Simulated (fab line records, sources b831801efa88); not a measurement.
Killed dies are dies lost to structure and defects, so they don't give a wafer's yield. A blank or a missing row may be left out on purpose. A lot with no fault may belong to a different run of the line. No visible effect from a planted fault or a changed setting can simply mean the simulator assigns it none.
Which tool did it?	flow sky130	6 lots with 18 wafers sampled at 2 steps, on a route of 708 steps

## WHAT EACH GAUGE READ, for each wafer
SKY_LOCAL_INTERCONNECT_CD_MEAS_11: target cd 170 nm.
lot	measured	on	cdNm (nm)
L734	day 30 19:01	cdSem-01	171.0 170.9 169.6
L739	day 32 18:28	cdSem-02	173.7 173.8 174.7
L747	day 35 03:07	cdSem-01	170.0 170.1 168.9
L750	day 36 05:59	cdSem-02	168.2 168.2 167.4
L752	day 36 15:10	cdSem-01	170.7 170.3 171.2
L754	day 37 02:37	cdSem-01	171.9 170.6 171.8

## WHAT TOOL EACH LOT RAN ON (gives the tool, then ch and the chambers of the sampled wafers, and finally the start)
lot	SKY_LOCAL_INTERCONNECT_DEVELOP_10
L734	lithoTrack-03 ch 0, day 30 18:00
L739	lithoTrack-02 ch 0, day 32 18:00
L747	lithoTrack-03 ch 0, day 35 02:00
L750	lithoTrack-01 ch 0, day 36 05:00
L752	lithoTrack-03 ch 0, day 36 15:00
L754	lithoTrack-03 ch 0, day 37 02:00
- SKY_LOCAL_INTERCONNECT_DEVELOP_10: develop time 60 s.

## THE ANSWER, worked out from the rows above alone
Rule: the usual values come from the lots themselves. The widest of any qualifying gaps counts: lots, ordered by their means at a reading, are off when they make up no more than a third of the lots, leave a main group of 4 or more, and stand apart from it by 3 or more times the standard deviation of that group's means. A main group is skipped when, at the precision printed for the reading in the tables above, its means are all equal. A lot without any number at a reading at which 4 lots or more have one is off too. Where the step has rows for the other lots, those lots are counted as sound.
No lot is off at any reading shown: from this, nothing can be told.

## WHAT THE SIMULATOR PUT IN
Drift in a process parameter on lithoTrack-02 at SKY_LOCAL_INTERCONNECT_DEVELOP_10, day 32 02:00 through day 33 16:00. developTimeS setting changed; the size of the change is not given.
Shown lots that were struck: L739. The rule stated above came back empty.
